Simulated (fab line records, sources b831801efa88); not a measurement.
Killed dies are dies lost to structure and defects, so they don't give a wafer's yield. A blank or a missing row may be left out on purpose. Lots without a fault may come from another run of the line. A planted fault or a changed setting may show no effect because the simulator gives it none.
Which tool did it? | flow sky130 | 10 lots, 30 wafers sampled, at 4 steps of a route of 708

WHAT THE GAUGES READ, wafer by wafer
SKY_NWELL_THK_MEAS_02. Usual: NWELL_OXIDATION_THK 10.00 nm, standard deviation 0.19.
lot  | measured    | on            | NWELL_OXIDATION_THK (nm) | flag
L488 | day 3 02:55 | film_metro-01 | 10.15 10.22 10.11        |
L492 | day 4 10:49 | film_metro-04 | 10.02 10.07 9.73         |
L493 | day 4 10:47 | film_metro-02 | 9.97 9.92 9.76           |
L494 | day 5 03:44 | film_metro-02 | 2.82 2.92 2.87           | OFF
L495 | day 5 03:43 | film_metro-04 | 2.68 2.69 2.62           | OFF
L496 | day 5 03:46 | film_metro-01 | 2.48 2.60 2.56           | OFF
L501 | day 6 10:17 | film_metro-04 | 10.15 10.21 10.14        |
L505 | day 6 21:15 | film_metro-04 | 9.88 9.87 9.87           |
L508 | day 7 05:50 | film_metro-04 | 10.02 9.77 9.79          |
L507 | day 7 05:49 | film_metro-02 | 10.12 9.93 9.91          |

SKY_SONOS_ONO_THK_MEAS_05. Usual: SONOS_ONO_CVD_04_THK 5.76 nm, standard deviation 0.11.
lot  | measured     | on            | SONOS_ONO_CVD_04_THK (nm) | flag
L488 | day 12 07:41 | film_metro-04 | 5.52 5.62 5.63            |
L492 | day 14 10:04 | film_metro-03 | 5.62 5.72 5.58            |
L493 | day 14 11:18 | film_metro-01 | 5.83 5.88 5.87            |
L494 | day 15 20:17 | film_metro-03 | 5.71 5.71 5.72            |
L495 | day 15 20:16 | film_metro-04 | 5.71 5.68 5.66            |
L496 | day 15 20:17 | film_metro-01 | 5.92 5.76 5.89            |
L501 | day 17 13:47 | film_metro-04 | 5.75 5.80 5.75            |
L505 | day 18 09:54 | film_metro-04 | 5.93 5.92 5.81            |
L508 | day 18 20:46 | film_metro-01 | 5.79 5.87 5.75            |
L507 | day 18 23:35 | film_metro-03 | 5.66 5.72 5.68            |

WHICH TOOL RAN EACH LOT (tool, then ch and the chambers of the sampled wafers, then the start)
lot  | SKY_FIELD_ISO_ETCH_17           | SKY_NWELL_OXIDATION_01
L488 | rie_si-01 ch 1,2, day 2 16:34   | furnace-01 ch 0, day 3 01:31
L492 | rie_si-02 ch 0,1,3, day 3 14:58 | furnace-01 ch 0, day 4 09:24
L493 | rie_si-01 ch 3, day 3 17:59     | furnace-01 ch 0, day 4 09:24
L494 | rie_si-01 ch 0,1,3, day 3 22:47 | furnace-01 ch 0, day 5 02:20
L495 | rie_si-01 ch 1,2,3, day 4 07:47 | furnace-01 ch 0, day 5 02:20
L496 | rie_si-02 ch 1,2, day 4 07:55   | furnace-01 ch 0, day 5 02:20
L501 | rie_si-02 ch 0,1,3, day 5 17:26 | furnace-02 ch 0, day 6 08:53
L505 | rie_si-01 ch 2,3, day 6 13:47   | furnace-02 ch 0, day 6 19:50
L508 | rie_si-01 ch 0,2,3, day 6 23:22 | furnace-02 ch 0, day 7 04:25
L507 | rie_si-02 ch 1,2,3, day 6 23:31 | furnace-02 ch 0, day 7 04:25
- SKY_FIELD_ISO_ETCH_17: etches Si in HBr/Cl2/O2, target depth 342 nm, time 97.7 s.
- SKY_NWELL_OXIDATION_01: stabilise 600 s, purge 300 s, target thk 10 nm.

WHAT THE TOOLS THEMSELVES READ (means of the sampled wafers that have a number; where no wafer has one, the mark that the record gives instead)
SKY_FIELD_ISO_ETCH_17. Usual: O2_flow_sccm 6.004 sccm, standard deviation 0.017; drypump_motor_current_A 5.7 A, standard deviation 0.34; oes_product_au 1.000 a.u., standard deviation 0.0071; throttle_valve_pct 25.656 %, standard deviation 0.01.
lot  | tool      | O2_flow_sccm (sccm) | drypump_motor_current_A (A) | oes_product_au (a.u.) | throttle_valve_pct (%) | flag
L488 | rie_si-01 | 6.018               | 5.7                         | 0.998                 | 25.663                 |
L492 | rie_si-02 | 6.000               | 5.5                         | 1.005                 | 25.642                 |
L493 | rie_si-01 | 5.976               | 5.4                         | 0.994                 | 25.660                 |
L494 | rie_si-01 | 6.001               | 5.4                         | 1.007                 | 25.654                 |
L495 | rie_si-01 | 6.020               | 5.5                         | 0.997                 | 25.652                 |
L496 | rie_si-02 | 5.985               | 5.7                         | 1.006                 | 25.654                 |
L501 | rie_si-02 | 6.001               | 5.5                         | 0.998                 | 25.644                 |
L505 | rie_si-01 | 6.007               | 5.6                         | 0.996                 | 25.656                 |
L508 | rie_si-01 | 6.005               | 5.8                         | 0.994                 | 25.664                 |
L507 | rie_si-02 | 5.998               | 5.7                         | 1.003                 | 25.651                 |

SKY_NWELL_OXIDATION_01. Usual: spike_tc_bottom_C 920 C, standard deviation 4.1; spike_tc_centre_C 900.0 C, standard deviation 0.98; spike_tc_lower_C 900.0 C, standard deviation 1.3; spike_tc_top_C 912.6 C, standard deviation 1.2; spike_tc_upper_C 898.7 C, standard deviation 1; tube_center_temp_C 899.99 C, standard deviation 0.088; tube_center_temp_C_max 902.3, standard deviation 0.4; zone_power_bottom_pct 26.8 %, standard deviation 1.7; zone_power_lower_pct 18.4 %, standard deviation 1.3; zone_power_top_pct 34.1 %, standard deviation 0.39; zone_power_upper_pct 18.69 %, standard deviation 0.21.
lot  | tool       | spike_tc_bottom_C (C) | spike_tc_centre_C (C) | spike_tc_lower_C (C) | spike_tc_top_C (C) | spike_tc_upper_C (C) | tube_center_temp_C (C) | tube_center_temp_C_max | zone_power_bottom_pct (%) | zone_power_lower_pct (%) | zone_power_top_pct (%) | zone_power_upper_pct (%) | flag
L488 | furnace-01 | 923                   | 899.2                 | 898.9                | 912.9              | 898.2                | 899.89                 | 902.1                  | 28.4                      | 17.1                     | 34.5                   | 18.65                    |
L492 | furnace-01 | 925                   | 899.7                 | 898.6                | 913.0              | 898.5                | 900.09                 | 902.3                  | 28.4                      | 17.1                     | 34.3                   | 18.58                    |
L493 | furnace-01 | 923                   | 899.8                 | 899.9                | 913.8              | 897.3                | 900.00                 | 902.6                  | 28.7                      | 17.1                     | 34.3                   | 18.57                    |
L494 | furnace-01 | 820                   | 794.3                 | 794.5                | 811.1              | 793.4                | 794.79                 | 797.5                  | 21.6                      | 13.2                     | 28.4                   | 14.35                    | OFF
L495 | furnace-01 | 820                   | 794.3                 | 793.5                | 811.6              | 793.8                | 794.62                 | 796.7                  | 21.8                      | 13.2                     | 28.3                   | 14.15                    | OFF
L496 | furnace-01 | 820                   | 794.5                 | 794.6                | 810.1              | 792.8                | 794.66                 | 797.0                  | 21.6                      | 13.2                     | 28.2                   | 14.40                    | OFF
L501 | furnace-02 | 915                   | 900.3                 | 900.4                | 912.4              | 898.7                | 899.86                 | 902.2                  | 25.0                      | 19.8                     | 33.7                   | 18.68                    |
L505 | furnace-02 | 915                   | 900.1                 | 901.4                | 911.5              | 897.3                | 899.92                 | 902.5                  | 24.9                      | 19.9                     | 34.0                   | 18.65                    |
L508 | furnace-02 | 916                   | 898.6                 | 901.7                | 911.4              | 898.7                | 900.06                 | 902.4                  | 24.9                      | 19.9                     | 34.0                   | 18.63                    |
L507 | furnace-02 | 916                   | 901.2                 | 900.9                | 911.4              | 897.6                | 899.92                 | 902.1                  | 25.3                      | 19.7                     | 33.5                   | 18.79                    |

THE ANSWER, worked out from the rows above alone
Rule: a lot is off if the mean of its wafers that have a number lies more than 3 standard deviations from the usual mean. A lot without any number at a reading at which 4 lots or more have one is off too. The other lots that the step has rows for count as sound. The gauges are gone through in route order, then the tools' own readings, and for those a lot's mean is taken as printed above. The first step at which some lot is off is used, and at that step the reading that is off furthest; a lot without a number counts as furthest.
Off: L494, L495, L496, at SKY_NWELL_THK_MEAS_02 (NWELL_OXIDATION_THK).
A tool fits if, at a process step before that reading, it ran every lot that is off, and no sound lot after the first of them. The gauges at SKY_NWELL_THK_MEAS_02 aren't tried: what is off there is off at SKY_NWELL_OXIDATION_01 too, on other tools, and a gauge's error can't cause that. One fits: furnace-01 at SKY_NWELL_OXIDATION_01. Its last sound lot is L492 (day 4 09:24), its first lot that is off L494 (day 5 02:20): a fault that began between those two fits.
The tool's own readings at SKY_NWELL_OXIDATION_01 bear it out: on the lots that are off they differ by more than 5 times the standard deviation of the sound lots' means. spike_tc_bottom_C reads 820 C there against 919 C on the sound lots; spike_tc_centre_C reads 794.4 C there against 899.8 C on the sound lots; spike_tc_lower_C reads 794.2 C there against 900.3 C on the sound lots; spike_tc_top_C reads 810.9 C there against 912.3 C on the sound lots; spike_tc_upper_C reads 793.3 C there against 898.0 C on the sound lots; tube_center_temp_C reads 794.69 C there against 899.96 C on the sound lots; tube_center_temp_C_max reads 797.1 there against 902.3 on the sound lots; zone_power_top_pct reads 28.3 % there against 34.0 % on the sound lots; zone_power_upper_pct reads 14.30 % there against 18.65 % on the sound lots.

WHAT THE SIMULATOR HAD PUT IN
Process parameter drift: furnace-01, from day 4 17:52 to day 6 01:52, at SKY_NWELL_OXIDATION_01. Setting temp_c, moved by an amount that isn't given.
Lots struck among those shown: L495, L494, L496. The rule above found the same.
